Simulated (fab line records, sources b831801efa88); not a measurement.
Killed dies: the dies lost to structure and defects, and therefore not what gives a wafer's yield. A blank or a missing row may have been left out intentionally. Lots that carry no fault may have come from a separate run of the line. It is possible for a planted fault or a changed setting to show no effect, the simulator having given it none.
Comparing a struck lot with a sound one / flow gf180mcu / 28 out of 602 route steps
Sound: these wafers, L709.1, L709.2, L709.3. Struck: wafers L718.1, L718.4, L718.6. The cause comes at the end.
At each step with rows: each side's tool, then ch and its chambers, then its first start. Under that, the readings that differ: sound wafers / struck wafers / difference of the means / sigmas: that difference in standard deviations of wafers without a fault.
alike: a reading whose means differ by less than 2 such deviations, as well as words and numbers matching on both sides. not compared: withheld readings; readings where some wafer has no value; bounds like >300 that might hide an equal value; numbers whose values overlap and for which the record gives no deviation.
The two part at a step that has a row with sigmas, a row that says differs or no value, or rows on one side only. Numbers that have no deviation but don't overlap get no sigmas and don't part them. A reading missing from all wafers of one side parts the sides only when that side holds two or more wafers.

GF_DNWELL_STRIP_08: strips in O2/N2.
  sound on plasmaAsher-02 ch 0,1, day 3 06:01; struck on plasmaAsher-02 ch 0,1, day 5 06:23
  alike: drypumpMotorCurrentA, heaterPowerW, oesProductAu, stripTimeToEndpointS
  not compared: rfHoursCounterH
GF_DNWELL_TW_MEAS_09:
  sound: filmMetro-01 at day 3 06:07; struck: filmMetro-03 at day 5 06:29
  alike: DNWELL_TW
then, 7 steps without rows for these wafers: GF_NWELL_DEHYDRATE_00 (time 60 s); GF_NWELL_HMDS_01 (prime time 60 s); GF_NWELL_COAT_02 (resist thk 3000 nm); GF_NWELL_SOFTBAKE_03; GF_NWELL_EXPOSE_04 (exposes mask Nwell, target cd 860 nm); GF_NWELL_PEB_05; GF_NWELL_DEVELOP_06 (develop time 60 s).
GF_NWELL_OVL_MEAS_07:
  sound: overlay-01 at day 3 18:44; struck: overlay-01 at day 5 20:50
  alike: NWELL_OVL
then, 2 steps without rows for these wafers: GF_NWELL_IMPLANT_08; GF_NWELL_IMPLANT_09.
GF_NWELL_STRIP_10: strips in O2/N2.
  sound on plasmaAsher-04 ch 0,1, day 3 19:05; struck on plasmaAsher-03 ch 0,1, day 5 21:11
reading=heaterPowerW (W); sound=322 280 315; struck=394 399 339; difference=+72; sigmas=+2
reading=oesProductAu (a.u.); sound=0.719 0.727 0.719; struck=0.961 0.958 0.967; difference=+0.240; sigmas=+59
reading=stripTimeToEndpointS (s); sound=36.75 36.93 36.83; struck=- - -; difference=no value on the struck wafers; sigmas=
reading=model.coat_of_NWELL_COAT_02.thkNm (nm); sound=0 0 0; struck=410.1 410 411.2; difference=+410.4; sigmas=
  alike: drypumpMotorCurrentA
  not compared: rfHoursCounterH
GF_NWELL_TW_MEAS_11:
  sound: filmMetro-03 at day 3 19:11; struck: filmMetro-04 at day 5 21:17
  alike: NWELL_TW
then, 7 steps without rows for these wafers: GF_LVPWELL_DEHYDRATE_00 (time 60 s); GF_LVPWELL_HMDS_01 (prime time 60 s); GF_LVPWELL_COAT_02 (resist thk 3000 nm); GF_LVPWELL_SOFTBAKE_03; GF_LVPWELL_EXPOSE_04 (exposes mask LVPWELL, target cd 600 nm); GF_LVPWELL_PEB_05; GF_LVPWELL_DEVELOP_06 (develop time 60 s).
GF_LVPWELL_OVL_MEAS_07:
  sound: overlay-02 at day 4 08:40; struck: overlay-02 at day 6 12:31
  alike: LVPWELL_OVL
then, 2 steps without rows for these wafers: GF_LVPWELL_IMPLANT_08; GF_LVPWELL_IMPLANT_09.
GF_LVPWELL_STRIP_10: strips in O2/N2.
  sound on plasmaAsher-03 ch 0,1, day 4 08:59; struck on plasmaAsher-02 ch 0,1, day 6 12:50
reading=stripTimeToEndpointS (s); sound=36.65 36.76 36.65; struck=43.07 43.00 43.07; difference=+6.36; sigmas=+64
  alike: drypumpMotorCurrentA, heaterPowerW, oesProductAu
  not compared: rfHoursCounterH
GF_LVPWELL_TW_MEAS_11:
  sound: filmMetro-04 at day 4 09:05; struck: filmMetro-04 at day 6 12:56
reading=LVPWELL_TW; sound=556 554 552; struck=514 515 517; difference=-39; sigmas=-9
then, 1 step without rows for these wafers: GF_MVSD_DEHYDRATE_00 (time 60 s).
-- the record jumps here: 26 days lie between the struck wafers' starts before and after (it left off in module MVSD and takes up again in module PASSIVATION, whose first step shown is number 602 of the route) --
GF_PASSIVATION_PROBE_99:
  sound: prober-01 at day 29 23:25; struck: prober-01 at day 32 09:14
reading=model.etest.nldd_6p0.lineOhmUm; sound=4611 4744 4659; struck=5266 5312 5221; difference=+595; sigmas=
reading=model.etest.nldd_6p0.rsOhmSq; sound=1407 1397 1402; struck=1579 1585 1603; difference=+187; sigmas=
reading=model.etest.nmos_6p0.rOnOhmUm; sound=2199 2169 2182; struck=2321 2340 2315; difference=+142; sigmas=
reading=model.etest.nwell.lineOhmUm; sound=1201 1238 1218; struck=1112 1127 1104; difference=-105; sigmas=
reading=model.etest.ldnmos_10p0.rOnOhmUm; sound=3710 3734 3741; struck=3870 3904 3837; difference=+142; sigmas=
reading=model.etest.nwell.widthNm (nm); sound=856.6 856.4 857.1; struck=956.8 952.7 955.1; difference=+98.2; sigmas=
reading=model.etest.nmos_3p3_sab.rOnOhmUm; sound=1820 1814 1830; struck=1861 1869 1844; difference=+37; sigmas=
reading=model.etest.nmos_3p3.rOnOhmUm; sound=1675 1672 1690; struck=1710 1728 1701; difference=+34; sigmas=

== WHERE THEY PART ==
Earliest at GF_NWELL_STRIP_10; latest, in this record, at GF_LVPWELL_TW_MEAS_11.

WHY: whatever the simulator had introduced
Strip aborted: plasmaAsher-03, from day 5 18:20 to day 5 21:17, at GF_NWELL_STRIP_10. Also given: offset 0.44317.
